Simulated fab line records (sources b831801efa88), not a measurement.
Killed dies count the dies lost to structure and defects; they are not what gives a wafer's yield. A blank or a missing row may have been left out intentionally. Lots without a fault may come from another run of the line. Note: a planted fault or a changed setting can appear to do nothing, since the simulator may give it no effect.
Chamber matching + flow gf180mcu + rie diel-04 running GF_CONTACT_ETCH_16: 4 sister chambers
The step etches BARC in N2/H2. 8 wafers are shown with their chamber, then 8 later ones without.

## WAFERS PAIRED WITH THEIR CHAMBERS
| wafer  | chamber | drypump motor current A (A) | throttle valve pct (%) |
|--------|---------|-----------------------------|------------------------|
| L909.3 | 3       | 5.3                         | 13.217                 |
| L909.6 | 1       | 6.4                         | 13.230                 |
| L911.2 | 0       | 5.1                         | 13.217                 |
| L911.6 | 2       | 4.8                         | 13.216                 |
| L912.1 | 3       | 5.2                         | 13.219                 |
| L912.2 | 0       | 5.0                         | 13.213                 |
| L912.5 | 1       | 6.4                         | 13.239                 |
| L917.2 | 2       | 4.7                         | 13.220                 |

## WAFERS MISSING THEIR CHAMBER
| wafer  | drypump motor current A (A) | throttle valve pct (%) |
|--------|-----------------------------|------------------------|
| L917.4 | 6.5                         | 13.224                 |
| L917.5 | 5.2                         | 13.223                 |
| L924.2 | 5.3                         | 13.210                 |
| L924.3 | 4.7                         | 13.210                 |
| L924.6 | 5.3                         | 13.221                 |
| L925.2 | 5.2                         | 13.226                 |
| L925.3 | 4.8                         | 13.216                 |
| L925.6 | 4.7                         | 13.238                 |

## CHAMBER TAKEN BY EACH
| wafer  | from the rows above     | in truth |
|--------|-------------------------|----------|
| L917.4 | 1                       | 1        |
| L917.5 | can't be placed: 3 or 0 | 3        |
| L924.2 | 3                       | 3        |
| L924.3 | 2                       | 2        |
| L924.6 | 3                       | 3        |
| L925.2 | can't be placed: 3 or 0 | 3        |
| L925.3 | 2                       | 2        |
| L925.6 | 2                       | 2        |
6 of 8 placed correctly. Not placeable from these rows: 2 (in 2, the candidates include the true chamber). Number placed wrongly: 0.
How it was worked out, from the rows above alone: a wafer's distance from a chamber is the root of the sum, over the readings, of the square of ((its reading less the chamber's mean) divided by the reading's scatter). If the next closest chamber is less than 2 further off than the closest, the wafer can't be placed; otherwise it belongs to the closest. The mean given for a chamber averages the wafers shown for that chamber. The scatter is the square root of a quotient: the sum, over the shown wafers, of each reading's squared deviation from its chamber's mean, divided by wafers minus chambers.
